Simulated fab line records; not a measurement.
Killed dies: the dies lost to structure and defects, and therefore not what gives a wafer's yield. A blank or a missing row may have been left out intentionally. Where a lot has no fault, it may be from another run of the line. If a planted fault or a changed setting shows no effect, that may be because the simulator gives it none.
fab line records -- flow sfq_line
[record] lots = 6, wafers = 18, last_day = 83
route steps=325 shown I5@236 C5@240
lots with no fault: from the same line, run without faults
start_h: hours from the record's first day to the start of the lot's first wafer shown -- wait_h: hours elapsed since this lot's preceding step -- " as in the row above -- L1.1+2: a row that stands for several wafers -- - no value present, or no start provided -- * or withheld: withheld -- < > ~ a bound
route shown NAME@n: a module of which the file shows steps, and the number in the route of the first -- usual: the fault-free wafers' mean and standard deviation -- same: alike in all rows -- chamber/n: place in a boat -- sites: readings site by site -- _std_site: standard deviation of those values -- _edge_site: the outer-site mean with the inner-site mean subtracted -- radius_mm: for every site, how far away it sits from the centre of the wafer -- mask NAME#n: copy n -- behind: the tool/chamber that last shaped the wafer -- hold: why the lot was held/for how many hours/how that ended -- device: which transistor (n, p or np) failed to switch -- end of line: the tests these same wafers got at the end of their route -- a step given without rows: its recipe and nothing more -- killed: not the wafer's yield, but the dies lost to structure and defects at the first sort -- map: the dies of a wafer, with x for killed, . for not killed, _ for no die there
set.NAME: setting as actually run; set.NAME@STEP: the setting as run at that earlier step -- model.NAME: the simulator's own value behind a step, which no gauge read
lots at some steps of the route; a table a step, a row a wafer
services: the hour from which a tool's chamber was out of use, counted from the record's first day as start_h (under 0 if before that day), plus the number of hours and why
[[steps]]
[step SFQ_TRILAYER_I5_BARC_OPEN_VIA_ETCH_200]
[recipe] mask_material = PR, chemistry = O2, target_depth_nm = 125, target = BARC, source_w = 500, bias_w = 80, pressure_mtorr = 30, time_s = 41.7
[usual] bias_w = 80.02/0.24, drypump_motor_current_A = 5.7/0.34, oes_product_au = 0.685/0.0043
lot.wafer,tool,chamber,start_h,wait_h,bias_w,drypump_motor_current_A,oes_product_au,rf_hours_counter_h
L478.1,rie_diel-02,2,1380.01,0.0,79.58,5.6,0.688,1
L478.3,rie_diel-02,3,1380.01,0.0,80.08,5.3,0.685,6
L478.4,rie_diel-02,1,1380.01,0.0,80.31,5.0,0.687,15
L488.2,rie_diel-03,2,1623.03,0.0,79.90,5.4,0.690,12
L488.4,rie_diel-03,0,1623.03,0.0,80.28,6.3,0.682,12
L488.6,rie_diel-03,1,1623.03,0.0,80.05,5.5,0.684,-
L492.4,rie_diel-01,3,1640.75,0.0,79.59,5.1,0.685,17
L492.5,rie_diel-01,2,1640.75,0.0,80.29,5.6,0.691,-
L492.6,rie_diel-01,1,1640.75,0.0,80.46,5.8,0.689,-
L493.1,rie_diel-01,1,1650.18,0.0,80.67,5.8,0.687,5
L493.2,rie_diel-01,0,1650.18,0.0,79.85,5.8,0.679,7
L493.5,rie_diel-01,3,1650.18,0.0,80.40,5.2,0.680,-
L497.2,rie_diel-01,2,1682.58,0.0,80.34,5.6,0.690,13
L497.4,rie_diel-01,2,1682.58,0.0,80.05,5.7,0.690,-
L497.5,rie_diel-01,1,1682.58,0.0,79.59,5.8,0.691,-
L501.1,rie_diel-01,3,1696.78,0.0,80.26,5.2,0.685,18
L501.2,rie_diel-01,2,1696.78,0.0,80.31,5.7,0.683,13
L501.3,rie_diel-01,1,1696.78,0.0,79.95,5.8,0.682,6
[step SFQ_TRILAYER_I5_ETCH_VIA_ETCH_147]
[recipe] stop_on = Nb, mask_material = PR, chemistry = CHF3, target_depth_nm = 360, source_w = 500, bias_w = 80, pressure_mtorr = 30, time_s = withheld
[usual] bias_w = 79.97/0.22, drypump_motor_current_A = 5.7/0.34, oes_product_au = 0.989/0.0058
lot.wafer,tool,chamber,start_h,wait_h,bias_w,drypump_motor_current_A,oes_product_au
L478.1,rie_diel-02,2,1380.05,0.0,80.02,5.6,1.008
L478.3,rie_diel-02,3,1380.05,0.0,80.37,5.3,0.985
L478.4,rie_diel-02,1,1380.05,0.0,80.24,5.1,1.001
L488.2,rie_diel-03,2,1623.07,0.0,80.29,5.4,0.991
L488.4,rie_diel-03,0,1623.07,0.0,79.79,6.3,0.986
L488.6,rie_diel-03,1,1623.07,0.0,79.93,5.6,1.003
L492.4,rie_diel-01,3,1640.79,0.0,80.07,5.1,0.991
L492.5,rie_diel-01,2,1640.79,0.0,80.18,5.6,0.986
L492.6,rie_diel-01,1,1640.79,0.0,79.82,5.8,0.975
L493.1,rie_diel-01,1,1650.22,0.0,79.86,5.8,0.992
L493.2,rie_diel-01,0,1650.22,0.0,80.21,5.9,0.999
L493.5,rie_diel-01,3,1650.22,0.0,79.88,5.1,0.989
L497.2,rie_diel-01,2,1682.62,0.0,79.94,5.7,0.984
L497.4,rie_diel-01,2,1682.62,0.0,80.05,5.6,0.984
L497.5,rie_diel-01,1,1682.62,0.0,80.22,5.8,0.986
L501.1,rie_diel-01,3,1696.82,0.0,80.23,5.1,0.982
L501.2,rie_diel-01,2,1696.82,0.0,79.61,5.7,0.983
L501.3,rie_diel-01,1,1696.82,0.0,80.02,5.8,0.996
[step SFQ_TRILAYER_I5_STRIP_STRIP_148]
[recipe] gas = O2, power_w = 200, platen_temp_c = 40, overash_fraction = 0.65, chemistry = O2, pressure_mtorr = 50
[usual] drypump_motor_current_A = 5.8/0.55, oes_product_au = 0.998/0.0081
lot.wafer,tool,chamber,start_h,wait_h,drypump_motor_current_A,oes_product_au,rf_hours_counter_h
L478.1,rie_metal-03,1,1380.20,-,5.0,0.990,115
L478.3,rie_metal-03,0,1380.20,-,5.9,1.003,-
L478.4,rie_metal-03,1,1380.20,-,5.0,1.002,-
L488.2,rie_metal-03,0,1623.22,-,6.0,0.994,73
L488.4,rie_metal-03,0,1623.22,-,6.0,0.992,-
L488.6,rie_metal-03,0,1623.22,-,5.9,0.996,-
L492.4,rie_metal-03,0,1641.14,-,6.0,1.005,-
L492.5,rie_metal-03,1,1641.14,-,5.0,0.998,-
L492.6,rie_metal-03,0,1641.14,-,5.9,1.002,-
L493.1,rie_metal-02,1,1650.37,-,5.9,0.985,67
L493.2,rie_metal-02,0,1650.37,-,6.6,0.990,14
L493.5,rie_metal-02,0,1650.37,-,6.6,0.997,-
L497.2,rie_metal-02,0,1682.77,-,6.6,1.005,19
L497.4,rie_metal-02,1,1682.77,-,5.9,1.000,-
L497.5,rie_metal-02,0,1682.77,-,6.6,0.996,-
L501.1,rie_metal-04,1,1696.97,-,5.3,1.004,76
L501.2,rie_metal-04,0,1696.97,-,6.2,0.999,60
L501.3,rie_metal-04,0,1696.97,-,6.2,0.990,-
[step SFQ_TRILAYER_I5_STRIP_SOLV_CLEAN_149]
[recipe] chemistry = NMP, temp_c = 70, time_s = 600
[step SFQ_TRILAYER_C5_LITHO_COAT_156]
[recipe] resist = BARC, spin_rpm = 3000, resist_thk_nm = 62
[step SFQ_TRILAYER_C5_LITHO_COAT_151]
[recipe] resist = KrF, spin_rpm = 3000, resist_thk_nm = 650
[step SFQ_TRILAYER_C5_LITHO_SOFTBAKE_155]
[recipe] temp_c = withheld, time_s = withheld, resist = KrF
[step SFQ_TRILAYER_C5_LITHO_EXPOSE_152]
[recipe] mask_id = C5, na = 0.6, source_shape = conventional, sigma_outer = 0.65, target_cd_nm = 500, dose_mj = 21.3
[step SFQ_TRILAYER_C5_LITHO_PEB_154]
[recipe] peb_temp_c = 115, peb_time_s = 60, resist = KrF
[step SFQ_TRILAYER_C5_LITHO_DEVELOP_153]
[recipe] time_s = 60, resist = KrF
[step SFQ_C5_OVL_MEAS_937]
[usual] C5_OVL = -2/5.1
lot.wafer,tool,chamber,start_h,wait_h,C5_OVL[nm]
L478.1,overlay-01,-,1384.77,0.1,-8
L478.3,overlay-01,-,1384.77,0.1,-5
L478.4,overlay-01,-,1384.77,0.1,-1
L488.2,overlay-02,-,1646.55,0.1,-10
L488.4,overlay-02,-,1646.55,0.1,-13
L488.6,overlay-02,-,1646.55,0.1,-9
L492.4,overlay-02,-,1668.16,0.1,1
L492.5,overlay-02,-,1668.16,0.1,2
L492.6,overlay-02,-,1668.16,0.1,0
L493.1,overlay-02,-,1675.35,0.1,2
L493.2,overlay-02,-,1675.35,0.1,2
L493.5,overlay-02,-,1675.35,0.1,2
L497.2,overlay-02,-,1701.55,0.1,-1
L497.4,overlay-02,-,1701.55,0.1,-4
L497.5,overlay-02,-,1701.55,0.1,0
L501.1,overlay-02,-,1711.15,0.1,0
L501.2,overlay-02,-,1711.15,0.1,0
L501.3,overlay-02,-,1711.15,0.1,3
[step SFQ_TRILAYER_C5_BARC_OPEN_VIA_ETCH_210]
[recipe] mask_material = PR, chemistry = O2, target_depth_nm = 125, target = BARC, source_w = 500, bias_w = 80, pressure_mtorr = 30, time_s = 41.7
[usual] bias_w = 80.05/0.24, drypump_motor_current_A = 5.6/0.41, oes_product_au = 0.686/0.004
lot.wafer,tool,chamber,start_h,wait_h,bias_w,drypump_motor_current_A,oes_product_au,rf_hours_counter_h
L478.1,rie_diel-03,3,1384.81,0.0,79.86,5.8,0.688,1
L478.3,rie_diel-03,1,1384.81,0.0,79.71,5.6,0.688,10
L478.4,rie_diel-03,2,1384.81,0.0,79.93,5.4,0.687,9
L488.2,rie_diel-01,2,1646.58,0.0,80.37,5.7,0.688,12
L488.4,rie_diel-01,3,1646.58,0.0,80.12,5.2,0.685,17
L488.6,rie_diel-01,1,1646.58,0.0,79.83,5.8,0.682,-
L492.4,rie_diel-03,3,1668.18,0.0,80.05,5.8,0.693,5
L492.5,rie_diel-03,2,1668.18,0.0,80.10,5.4,0.684,-
L492.6,rie_diel-03,3,1668.18,0.0,80.09,5.7,0.688,-
L493.1,rie_diel-03,0,1675.38,0.0,80.28,6.3,0.686,12
L493.2,rie_diel-03,1,1675.38,0.0,80.54,5.6,0.687,14
L493.5,rie_diel-03,2,1675.38,0.0,80.30,5.4,0.685,-
L497.2,rie_diel-01,1,1701.58,0.0,79.99,5.8,0.690,6
L497.4,rie_diel-01,0,1701.58,0.0,80.35,5.8,0.687,8
L497.5,rie_diel-01,3,1701.58,0.0,80.19,5.1,0.682,-
L501.1,rie_diel-01,2,1711.18,0.0,79.85,5.7,0.684,13
L501.2,rie_diel-01,3,1711.18,0.0,80.01,5.1,0.685,18
L501.3,rie_diel-01,0,1711.18,0.0,80.13,5.9,0.690,9
[step SFQ_TRILAYER_C5_ETCH_VIA_ETCH_154]
[recipe] target = SiO2, mask_material = PR, chemistry = CHF3, target_depth_nm = 84, source_w = 500, bias_w = 80, pressure_mtorr = 30, time_s = withheld, stop_on = Nb
[usual] bias_w = 79.98/0.26, drypump_motor_current_A = 5.6/0.41, oes_product_au = 0.896/0.0084
lot.wafer,tool,chamber,start_h,wait_h,bias_w,drypump_motor_current_A,oes_product_au
L478.1,rie_diel-03,3,1384.85,0.0,80.48,5.8,0.899
L478.3,rie_diel-03,1,1384.85,0.0,79.84,5.5,0.884
L478.4,rie_diel-03,2,1384.85,0.0,80.36,5.4,0.894
L488.2,rie_diel-01,2,1646.62,0.0,80.01,5.7,0.878
L488.4,rie_diel-01,3,1646.62,0.0,79.99,5.1,0.889
L488.6,rie_diel-01,1,1646.62,0.0,80.12,5.8,0.898
L492.4,rie_diel-03,3,1668.22,0.0,79.83,5.7,0.895
L492.5,rie_diel-03,2,1668.22,0.0,69.97,5.4,0.895
L492.6,rie_diel-03,3,1668.22,0.0,79.44,5.7,0.898
L493.1,rie_diel-03,0,1675.42,0.0,79.75,6.3,0.890
L493.2,rie_diel-03,1,1675.42,0.0,80.00,5.6,0.887
L493.5,rie_diel-03,2,1675.42,0.0,70.37,5.4,0.906
L497.2,rie_diel-01,1,1701.62,0.0,80.24,5.8,0.888
L497.4,rie_diel-01,0,1701.62,0.0,80.05,5.9,0.891
L497.5,rie_diel-01,3,1701.62,0.0,79.88,5.1,0.897
L501.1,rie_diel-01,2,1711.22,0.0,79.66,5.6,0.890
L501.2,rie_diel-01,3,1711.22,0.0,79.97,5.1,0.894
L501.3,rie_diel-01,0,1711.22,0.0,79.86,5.9,0.893
[step SFQ_TRILAYER_C5_STRIP_STRIP_155]
[recipe] gas = O2, power_w = 200, platen_temp_c = 40, overash_fraction = 0.65, chemistry = O2, pressure_mtorr = 50
[usual] drypump_motor_current_A = 5.9/0.53, oes_product_au = 0.994/0.0071
lot.wafer,tool,chamber,start_h,wait_h,drypump_motor_current_A,oes_product_au,rf_hours_counter_h
L478.1,rie_metal-01,1,1384.89,-,5.6,0.998,48
L478.3,rie_metal-01,0,1384.89,-,5.3,0.997,-
L478.4,rie_metal-01,1,1384.89,-,5.7,0.995,-
L488.2,rie_metal-03,0,1646.67,-,6.0,1.006,78
L488.4,rie_metal-03,0,1646.67,-,6.0,1.001,-
L488.6,rie_metal-03,0,1646.67,-,6.0,0.998,-
L492.4,rie_metal-02,0,1668.47,-,6.6,0.995,-
L492.5,rie_metal-02,0,1668.47,-,6.6,0.992,-
L492.6,rie_metal-02,1,1668.47,-,5.9,0.991,-
L493.1,rie_metal-03,0,1675.47,-,5.9,0.988,83
L493.2,rie_metal-03,1,1675.47,-,5.0,1.002,19
L493.5,rie_metal-03,0,1675.47,-,5.9,0.999,-
L497.2,rie_metal-03,0,1701.67,-,5.9,1.001,87
L497.4,rie_metal-03,0,1701.67,-,5.9,1.003,-
L497.5,rie_metal-03,1,1701.67,-,5.0,1.005,-
L501.1,rie_metal-01,0,1711.27,-,5.3,0.990,119
L501.2,rie_metal-01,1,1711.27,-,5.7,0.989,94
L501.3,rie_metal-01,0,1711.27,-,5.3,0.982,-
[[services]]
tool,chamber,start_h,hours,kind
rie_diel-03,1,1361.39,21.0,repair
rie_diel-03,2,1362.61,2.5,repair
rie_metal-02,0,1378.67,22.1,repair
rie_metal-01,0,1393.27,5.6,repair
rie_diel-01,-,1404.55,4.3,pm
rie_diel-02,1,1407.62,9.5,repair
rie_diel-03,1,1413.42,7.7,repair
rie_metal-01,-,1425.43,22.6,repair
rie_diel-03,2,1443.96,4.0,repair
rie_metal-01,-,1459.42,0.2,repair
rie_diel-01,-,1465.71,0.2,repair
rie_diel-03,2,1503.68,22.3,repair
rie_metal-02,1,1505.48,28.5,repair
rie_diel-03,1,1508.88,2.3,repair
rie_diel-03,-,1578.76,0.7,repair
rie_metal-02,-,1581.38,0.1,repair
rie_diel-01,1,1598.37,5.5,repair
rie_diel-02,-,1637.06,2.8,pm
rie_diel-03,2,1646.57,6.0,repair
rie_diel-01,2,1650.10,6.1,repair
rie_diel-01,3,1679.86,4.3,repair
rie_metal-02,1,1685.65,4.7,repair
rie_diel-01,-,1693.17,0.8,repair
rie_diel-01,-,1703.91,0.3,repair
[[key]]
[first_sign] step = SFQ_TRILAYER_C5_ETCH_VIA_ETCH_154, reading = bias_w, direction = down, sigmas = 38, usual = 79.98, struck = 70.17
effect none on later readings
met_at SFQ_TRILAYER_C5_ETCH_VIA_ETCH_154
struck_wafers L492.5,L493.5
onset_between 1384.85 1668.22
[fault] kind = process_parameter_drift, tool = rie_diel-03, chamber = 2, onset_h = 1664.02, steps = SFQ_TRILAYER_C5_ETCH_VIA_ETCH_154, channel = bias_w, offset = -9.8498, shape = step, end_h = 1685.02, acts_in = these_recipes_only, stated = 80
